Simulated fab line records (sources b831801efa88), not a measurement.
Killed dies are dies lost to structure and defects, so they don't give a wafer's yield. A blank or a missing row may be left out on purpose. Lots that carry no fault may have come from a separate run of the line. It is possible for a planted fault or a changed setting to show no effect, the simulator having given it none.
fab line records ; flow gf180mcu
record: lots: 12; wafers: 36; last_day: 34
route steps=602 shown CONTACT@311 V3@451 M4@457
lots that met no fault: taken from a fault-free run of the same line
start_h: start of the lot's first displayed wafer, in hours after the record's first day ; wait_h: hours elapsed since this lot's preceding step ; " as in the row above ; L1.1+2: one row covering several wafers at once ; - no value present, or no start provided ; * or withheld: withheld ; < > ~ a bound
route shown NAME@n: a module of which the file shows steps, and the number in the route of the first ; usual: the fault-free wafers' mean and standard deviation ; same: alike in all rows ; chamber/n: place in a boat ; sites: each site's reading ; _std_site: standard deviation across them ; _edge_site: inner sites' mean taken away from outer sites' mean ; radius_mm: for every site, how far away it sits from the centre of the wafer ; mask NAME#n: copy n ; behind: the most recent tool/chamber to have shaped the wafer ; hold: the reason the lot was held/the length of the hold in hours/how it ended ; device: transistor that didn't switch, given as n, p or np ; end of line: the tests these same wafers got at the end of their route ; a step given without rows: its recipe and nothing more ; killed: not the wafer's yield, but the dies lost to structure and defects at the first sort ; map: a wafer's dies, marking killed ones x, the rest . and places with no die _
set.NAME: the setting that was run; set.NAME@STEP: the one run at that earlier step ; model.NAME: the simulator's own value behind a step, which no gauge read
the route's steps for a sample of lots (tables are steps, rows are wafers)
services: a tool's chamber out of use, with start hour (start_h, from the record's first day; less than 0 if before it), hours out, and reason
== steps ==
step: GF_CONTACT_CVD_24
recipe: material: W; target_thk_nm: 300; time_s: 90.339; temp_c: 400; pressure_torr: 40
usual: heater_power_w: 815/36; susceptor_temp_C: 399.98/0.24
lot.wafer;tool;chamber;start_h;wait_h;heater_power_w;susceptor_temp_C
L771.2;cvd_w-01;1;378.35;0.0;832;399.60
L771.3;cvd_w-01;0;378.35;0.0;825;400.10
L771.4;cvd_w-01;1;378.35;0.0;848;399.99
L772.1;cvd_w-01;1;387.24;0.0;832;399.83
L772.3;cvd_w-01;0;387.24;0.0;813;400.05
L772.5;cvd_w-01;0;387.24;0.0;827;400.30
L774.3;cvd_w-01;1;405.29;0.1;837;399.94
L774.5;cvd_w-01;0;405.29;0.1;831;399.97
L774.6;cvd_w-01;1;405.29;0.1;836;400.02
L777.2;cvd_w-02;1;429.33;0.0;760;399.91
L777.3;cvd_w-02;1;429.33;0.0;752;399.91
L777.6;cvd_w-02;0;429.33;0.0;842;400.25
L778.1;cvd_w-01;0;435.90;0.0;802;400.04
L778.2;cvd_w-01;1;435.90;0.0;837;400.01
L778.5;cvd_w-01;0;435.90;0.0;810;400.01
L779.4;cvd_w-02;0;441.79;0.1;835;399.85
L779.5;cvd_w-02;1;441.79;0.1;755;400.05
L779.6;cvd_w-02;0;441.79;0.1;835;399.74
L780.1;cvd_w-02;0;454.86;0.0;847;399.92
L780.3;cvd_w-02;1;454.86;0.0;777;400.29
L780.5;cvd_w-02;0;454.86;0.0;836;399.97
L781.1;cvd_w-02;1;459.76;0.0;756;399.75
L781.3;cvd_w-02;0;459.76;0.0;781;389.34
L781.5;cvd_w-02;0;459.76;0.0;790;389.30
L782.1;cvd_w-02;1;469.30;0.0;767;400.27
L782.3;cvd_w-02;1;469.30;0.0;734;399.90
L782.4;cvd_w-02;0;469.30;0.0;786;389.82
L791.2;cvd_w-02;1;542.85;0.0;765;399.82
L791.3;cvd_w-02;0;542.85;0.0;839;400.06
L791.6;cvd_w-02;1;542.85;0.0;764;399.77
L792.1;cvd_w-01;0;561.99;0.0;824;399.89
L792.4;cvd_w-01;1;561.99;0.0;861;399.89
L792.6;cvd_w-01;0;561.99;0.0;810;400.12
L793.2;cvd_w-01;1;563.91;0.0;846;400.11
L793.5;cvd_w-01;1;563.91;0.0;842;399.88
L793.6;cvd_w-01;0;563.91;0.0;815;399.55
step: GF_CONTACT_RS_MEAS_25
recipe: thk_meas_gauge: four-point-probe; reads: W_of_CONTACT_CVD_24+TiN_of_CONTACT_SPUTTER_23+Ti_of_CONTACT_SPUTTER_22
usual: CONTACT_W_RS: 0.386/0.0036
lot.wafer;tool;chamber;start_h;wait_h;CONTACT_W_RS[ohm/sq]
L771.2;film_metro-03;-;378.51;0.1;0.386
L771.3;film_metro-03;-;378.51;0.1;0.389
L771.4;film_metro-03;-;378.51;0.1;0.386
L772.1;film_metro-03;-;387.35;0.1;0.390
L772.3;film_metro-03;-;387.35;0.1;0.386
L772.5;film_metro-03;-;387.35;0.1;0.389
L774.3;film_metro-02;-;405.39;0.1;0.382
L774.5;film_metro-02;-;405.39;0.1;0.384
L774.6;film_metro-02;-;405.39;0.1;0.384
L777.2;film_metro-04;-;429.45;0.1;0.384
L777.3;film_metro-04;-;429.45;0.1;0.390
L777.6;film_metro-04;-;429.45;0.1;0.388
L778.1;film_metro-03;-;436.00;0.1;0.389
L778.2;film_metro-03;-;436.00;0.1;0.391
L778.5;film_metro-03;-;436.00;0.1;0.388
L779.4;film_metro-03;-;441.92;0.1;0.386
L779.5;film_metro-03;-;441.92;0.1;0.386
L779.6;film_metro-03;-;441.92;0.1;0.390
L780.1;film_metro-03;-;454.96;0.1;0.390
L780.3;film_metro-03;-;454.96;0.1;0.380
L780.5;film_metro-03;-;454.96;0.1;0.388
L781.1;film_metro-02;-;459.86;0.1;0.387
L781.3;film_metro-02;-;459.86;0.1;0.470
L781.5;film_metro-02;-;459.86;0.1;0.470
L782.1;film_metro-02;-;469.40;0.1;0.381
L782.3;film_metro-02;-;469.40;0.1;0.379
L782.4;film_metro-02;-;469.40;0.1;0.469
L791.2;film_metro-02;-;542.97;0.1;0.388
L791.3;film_metro-02;-;542.97;0.1;0.385
L791.6;film_metro-02;-;542.97;0.1;0.381
L792.1;film_metro-03;-;562.09;0.1;0.383
L792.4;film_metro-03;-;562.09;0.1;0.386
L792.6;film_metro-03;-;562.09;0.1;0.384
L793.2;film_metro-04;-;564.03;0.1;0.387
L793.5;film_metro-04;-;564.03;0.1;0.381
L793.6;film_metro-04;-;564.03;0.1;0.383
step: GF_CONTACT_THK_MEAS_26
recipe: thk_meas_gauge: xrf; reads: W_of_CONTACT_CVD_24
usual: CONTACT_W_THK: 290.4/2.9
lot.wafer;tool;chamber;start_h;wait_h;CONTACT_W_THK[nm]
L771.2;film_metro-03;-;378.62;0.1;291.9
L771.3;film_metro-03;-;378.62;0.1;289.0
L771.4;film_metro-03;-;378.62;0.1;289.3
L772.1;film_metro-03;-;387.47;0.1;290.3
L772.3;film_metro-03;-;387.47;0.1;292.5
L772.5;film_metro-03;-;387.47;0.1;291.0
L774.3;film_metro-02;-;405.49;0.1;297.4
L774.5;film_metro-02;-;405.49;0.1;295.1
L774.6;film_metro-02;-;405.49;0.1;295.4
L777.2;film_metro-04;-;429.56;0.1;290.6
L777.3;film_metro-04;-;429.56;0.1;286.4
L777.6;film_metro-04;-;429.56;0.1;288.0
L778.1;film_metro-03;-;436.12;0.1;291.1
L778.2;film_metro-03;-;436.12;0.1;285.9
L778.5;film_metro-03;-;436.12;0.1;289.2
L779.4;film_metro-03;-;442.01;0.1;290.2
L779.5;film_metro-03;-;442.01;0.1;290.6
L779.6;film_metro-03;-;442.01;0.1;287.3
L780.1;film_metro-03;-;455.08;0.1;286.7
L780.3;film_metro-03;-;455.08;0.1;295.1
L780.5;film_metro-03;-;455.08;0.1;290.5
L781.1;film_metro-02;-;459.98;0.1;289.9
L781.3;film_metro-02;-;459.98;0.1;237.3
L781.5;film_metro-02;-;459.98;0.1;238.8
L782.1;film_metro-02;-;469.52;0.1;293.1
L782.3;film_metro-02;-;469.52;0.1;292.5
L782.4;film_metro-02;-;469.52;0.1;238.9
L791.2;film_metro-02;-;543.08;0.1;286.1
L791.3;film_metro-02;-;543.08;0.1;287.2
L791.6;film_metro-02;-;543.08;0.1;291.4
L792.1;film_metro-03;-;562.21;0.1;294.5
L792.4;film_metro-03;-;562.21;0.1;292.1
L792.6;film_metro-03;-;562.21;0.1;293.2
L793.2;film_metro-04;-;564.14;0.1;289.2
L793.5;film_metro-04;-;564.14;0.1;294.3
L793.6;film_metro-04;-;564.14;0.1;290.9
step: GF_CONTACT_CMP_27
recipe: stop_on: SiO2; down_force_psi: 3.5; platen_rpm: 60; t_overpolish_s: 15; target_thk_nm: 0; pad_velocity_m_s: 0.94248
usual: edge_zone_pressure_frac: 1.001/0.0048; motor_current_A: 10.6/1; time_to_endpoint_s: 73/3.9
lot.wafer;tool;chamber;start_h;wait_h;edge_zone_pressure_frac;motor_current_A;time_to_endpoint_s
L771.4;cmp-01;1;378.79;0.1;0.993;9.9;74
L771.2;cmp-01;2;378.79;0.1;0.996;10.1;77
L771.3;cmp-01;3;378.79;0.1;0.992;9.7;74
L772.1;cmp-01;3;387.63;0.1;0.999;9.3;68
L772.3;cmp-01;0;387.63;0.1;1.006;10.1;78
L772.5;cmp-01;2;387.63;0.1;0.997;9.7;74
L774.3;cmp-01;3;405.67;0.2;1.005;9.4;74
L774.5;cmp-01;1;405.67;0.2;1.009;9.7;79
L774.6;cmp-01;2;405.67;0.2;1.001;10.1;80
L777.2;cmp-01;3;429.61;0.0;1.000;9.0;72
L777.3;cmp-01;2;429.61;0.0;1.003;10.5;79
L777.6;cmp-01;3;429.61;0.0;0.998;9.1;72
L778.2;cmp-01;3;436.28;0.1;1.000;9.2;69
L778.1;cmp-01;0;436.28;0.1;1.002;9.8;74
L778.5;cmp-01;2;436.28;0.1;0.998;9.8;80
L779.4;cmp-01;0;442.14;0.1;1.009;10.8;75
L779.6;cmp-01;2;442.14;0.1;0.995;9.5;80
L779.5;cmp-01;3;442.14;0.1;1.000;9.3;67
L780.1;cmp-01;3;455.19;0.1;1.010;9.0;69
L780.3;cmp-01;0;455.19;0.1;1.000;10.3;77
L780.5;cmp-01;3;455.19;0.1;1.002;9.4;74
L781.3;cmp-02;1;460.09;0.1;0.995;11.2;60
L781.1;cmp-02;3;460.09;0.1;1.002;10.7;70
L781.5;cmp-02;1;460.09;0.1;1.003;10.7;60
L782.3;cmp-02;3;469.58;0.0;1.002;11.3;72
L782.1;cmp-02;0;469.58;0.0;0.988;10.7;73
L782.4;cmp-02;1;469.58;0.0;1.001;10.8;62
L791.2;cmp-02;1;543.13;0.0;0.994;11.8;68
L791.3;cmp-02;2;543.13;0.0;1.006;12.7;70
L791.6;cmp-02;1;543.13;0.0;1.001;11.1;72
L792.4;cmp-02;0;562.27;0.0;0.998;10.6;70
L792.1;cmp-02;2;562.27;0.0;1.001;12.6;71
L792.6;cmp-02;1;562.27;0.0;0.999;11.3;73
L793.2;cmp-02;0;564.34;0.2;1.005;10.8;75
L793.5;cmp-02;2;564.34;0.2;0.995;13.5;70
L793.6;cmp-02;3;564.34;0.2;0.996;10.6;72
step: GF_V3_SPUTTER_22
recipe: material: TiN; target_thk_nm: 10; chamber_pressure_pa: 5; power_w: 4000; time_s: 40
usual: throttle_valve_pct: 30.3/0.76
lot.wafer;tool;chamber;start_h;wait_h;throttle_valve_pct
L771.2;pvd_sputter-04;-;532.31;0.0;31.0
L771.3;pvd_sputter-04;-;532.31;0.0;28.9
L771.4;pvd_sputter-04;-;532.31;0.0;30.3
L772.1;pvd_sputter-04;-;540.28;0.0;29.3
L772.3;pvd_sputter-04;-;540.28;0.0;31.1
L772.5;pvd_sputter-04;-;540.28;0.0;30.7
L774.3;pvd_sputter-02;-;557.62;0.0;30.8
L774.5;pvd_sputter-02;-;557.62;0.0;30.9
L774.6;pvd_sputter-02;-;557.62;0.0;29.7
L777.2;pvd_sputter-04;-;580.28;0.0;31.0
L777.3;pvd_sputter-04;-;580.28;0.0;30.1
L777.6;pvd_sputter-04;-;580.28;0.0;30.8
L778.1;pvd_sputter-04;-;585.10;0.0;30.5
L778.2;pvd_sputter-04;-;585.10;0.0;31.2
L778.5;pvd_sputter-04;-;585.10;0.0;30.3
L779.4;pvd_sputter-04;-;588.81;0.0;31.4
L779.5;pvd_sputter-04;-;588.81;0.0;29.2
L779.6;pvd_sputter-04;-;588.81;0.0;30.9
L780.1;pvd_sputter-02;-;601.59;0.0;29.5
L780.3;pvd_sputter-02;-;601.59;0.0;29.7
L780.5;pvd_sputter-02;-;601.59;0.0;29.6
L781.1;pvd_sputter-04;-;605.99;0.0;29.0
L781.3;pvd_sputter-04;-;605.99;0.0;31.1
L781.5;pvd_sputter-04;-;605.99;0.0;30.4
L782.1;pvd_sputter-04;-;614.86;0.0;28.9
L782.3;pvd_sputter-04;-;614.86;0.0;31.0
L782.4;pvd_sputter-04;-;614.86;0.0;31.1
L791.2;pvd_sputter-02;-;676.29;0.0;30.9
L791.3;pvd_sputter-02;-;676.29;0.0;29.9
L791.6;pvd_sputter-02;-;676.29;0.0;29.6
L792.1;pvd_sputter-04;-;694.57;0.0;30.3
L792.4;pvd_sputter-04;-;694.57;0.0;31.3
L792.6;pvd_sputter-04;-;694.57;0.0;29.1
L793.2;pvd_sputter-04;-;696.59;0.0;29.1
L793.5;pvd_sputter-04;-;696.59;0.0;30.3
L793.6;pvd_sputter-04;-;696.59;0.0;30.9
step: GF_M4_SPUTTER_01
recipe: material: TiN; target_thk_nm: 30; power_w: 6500; time_s: 25; chamber_pressure_pa: 0.4
usual: throttle_valve_pct: 30.2/0.98
lot.wafer;tool;chamber;start_h;wait_h;throttle_valve_pct
L771.2;pvd_sputter-04;-;533.04;0.1;31.1
L771.3;pvd_sputter-04;-;533.04;0.1;29.2
L771.4;pvd_sputter-04;-;533.04;0.1;30.3
L772.1;pvd_sputter-01;-;541.02;0.1;29.2
L772.3;pvd_sputter-01;-;541.02;0.1;28.1
L772.5;pvd_sputter-01;-;541.02;0.1;31.0
L774.3;pvd_sputter-02;-;558.35;0.1;29.6
L774.5;pvd_sputter-02;-;558.35;0.1;30.4
L774.6;pvd_sputter-02;-;558.35;0.1;29.5
L777.2;pvd_sputter-04;-;581.01;0.1;29.8
L777.3;pvd_sputter-04;-;581.01;0.1;31.1
L777.6;pvd_sputter-04;-;581.01;0.1;31.1
L778.1;pvd_sputter-01;-;585.83;0.1;31.3
L778.2;pvd_sputter-01;-;585.83;0.1;28.1
L778.5;pvd_sputter-01;-;585.83;0.1;29.4
L779.4;pvd_sputter-01;-;589.72;0.1;28.4
L779.5;pvd_sputter-01;-;589.72;0.1;29.2
L779.6;pvd_sputter-01;-;589.72;0.1;28.3
L780.1;pvd_sputter-04;-;602.54;0.1;30.2
L780.3;pvd_sputter-04;-;602.54;0.1;29.0
L780.5;pvd_sputter-04;-;602.54;0.1;30.9
L781.1;pvd_sputter-02;-;607.07;0.1;30.4
L781.3;pvd_sputter-02;-;607.07;0.1;29.4
L781.5;pvd_sputter-02;-;607.07;0.1;29.5
L782.1;pvd_sputter-02;-;615.59;0.1;30.4
L782.3;pvd_sputter-02;-;615.59;0.1;29.8
L782.4;pvd_sputter-02;-;615.59;0.1;31.0
L791.2;pvd_sputter-04;-;677.02;0.1;29.1
L791.3;pvd_sputter-04;-;677.02;0.1;30.8
L791.6;pvd_sputter-04;-;677.02;0.1;30.8
L792.1;pvd_sputter-02;-;695.30;0.1;30.9
L792.4;pvd_sputter-02;-;695.30;0.1;29.7
L792.6;pvd_sputter-02;-;695.30;0.1;29.4
L793.2;pvd_sputter-01;-;697.32;0.1;31.6
L793.5;pvd_sputter-01;-;697.32;0.1;28.3
L793.6;pvd_sputter-01;-;697.32;0.1;29.5
step: GF_M4_OVL_MEAS_15
usual: M4_OVL: -1/6.5
lot.wafer;tool;chamber;start_h;wait_h;M4_OVL[nm]
L771.2;overlay-01;-;555.38;0.1;-5
L771.3;overlay-01;-;555.38;0.1;-7
L771.4;overlay-01;-;555.38;0.1;1
L772.1;overlay-02;-;563.55;0.1;3
L772.3;overlay-02;-;563.55;0.1;2
L772.5;overlay-02;-;563.55;0.1;6
L774.3;overlay-01;-;580.71;0.1;6
L774.5;overlay-01;-;580.71;0.1;5
L774.6;overlay-01;-;580.71;0.1;5
L777.2;overlay-01;-;602.60;0.1;-2
L777.3;overlay-01;-;602.60;0.1;-7
L777.6;overlay-01;-;602.60;0.1;-3
L778.1;overlay-01;-;607.32;0.1;-7
L778.2;overlay-01;-;607.32;0.1;-11
L778.5;overlay-01;-;607.32;0.1;-5
L779.4;overlay-01;-;611.16;0.1;-2
L779.5;overlay-01;-;611.16;0.1;1
L779.6;overlay-01;-;611.16;0.1;-1
L780.1;overlay-01;-;623.50;0.1;-4
L780.3;overlay-01;-;623.50;0.1;-6
L780.5;overlay-01;-;623.50;0.1;-5
L781.1;overlay-01;-;627.87;0.1;7
L781.3;overlay-01;-;627.87;0.1;3
L781.5;overlay-01;-;627.87;0.1;0
L782.1;overlay-01;-;636.42;0.1;-7
L782.3;overlay-01;-;636.42;0.1;-5
L782.4;overlay-01;-;636.42;0.1;-2
L791.2;overlay-02;-;696.50;0.1;-4
L791.3;overlay-02;-;696.50;0.1;-6
L791.6;overlay-02;-;696.50;0.1;-12
L792.1;overlay-01;-;714.52;0.1;12
L792.4;overlay-01;-;714.52;0.1;6
L792.6;overlay-01;-;714.52;0.1;9
L793.2;overlay-02;-;716.05;0.1;10
L793.5;overlay-02;-;716.05;0.1;7
L793.6;overlay-02;-;716.05;0.1;7
== services ==
tool;chamber;start_h;hours;kind
pvd_sputter-02;-;356.47;1.5;repair
cvd_w-02;-;364.93;0.5;repair
cvd_w-02;-;370.67;6.9;pm
cmp-01;-;373.65;2.5;repair
cvd_w-01;-;390.00;14.0;pm
cmp-01;-;391.69;1.0;repair
cvd_w-02;1;412.76;6.5;repair
pvd_sputter-02;-;418.40;2.2;repair
cmp-01;-;460.01;7.6;pm
cvd_w-01;-;467.24;0.4;repair
cmp-01;-;472.18;5.2;repair
cvd_w-01;-;485.25;5.2;repair
cvd_w-01;0;493.44;16.0;repair
cmp-01;-;504.32;4.2;repair
pvd_sputter-04;-;516.42;2.7;repair
pvd_sputter-02;-;520.89;0.6;repair
cvd_w-01;1;528.42;1.4;repair
cmp-01;-;572.11;4.0;pm
cvd_w-01;-;572.36;24.4;repair
pvd_sputter-02;-;577.15;8.9;repair
cmp-01;-;590.80;0.4;repair
cvd_w-01;-;596.78;2.8;pm
cmp-01;-;606.97;16.2;pm
cvd_w-01;1;619.87;9.1;repair
== key ==
first_sign: step: GF_CONTACT_CVD_24; reading: susceptor_temp_C; direction: down; sigmas: 44; usual: *; struck: *
effect: step: GF_CONTACT_RS_MEAS_25; reading: CONTACT_W_RS; direction: up; sigmas: 23; usual: 0.386; struck: 0.470
effect: step: GF_CONTACT_THK_MEAS_26; reading: CONTACT_W_THK; direction: down; sigmas: 18; usual: 290.4; struck: 238.3
effect: step: GF_CONTACT_CMP_27; reading: time_to_endpoint_s; direction: down; sigmas: 3.3; usual: *; struck: *
met_at GF_CONTACT_CVD_24
struck_lots L781,L782
struck_wafers L781.3,L781.5,L782.4
tester_left_out L781,L782
not_acting_at GF_V3_SPUTTER_22,GF_M4_SPUTTER_01,GF_M4_OVL_MEAS_15
onset_between 454.86 459.76
fault: kind: process_parameter_drift; tool: cvd_w-02; chamber: 0; onset_h: 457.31; steps: GF_CONTACT_CVD_24; channel: temp_c; offset: *; shape: step; end_h: 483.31; acts_in: *; stated: *
tester_left_out: of these lots the tester's yield and bins aren't shown, on N5 and GAA mostly nor the transistor test; their killed dies are dies lost to structure and defects alone, not to doping, threshold or leakage, so they don't give the yield
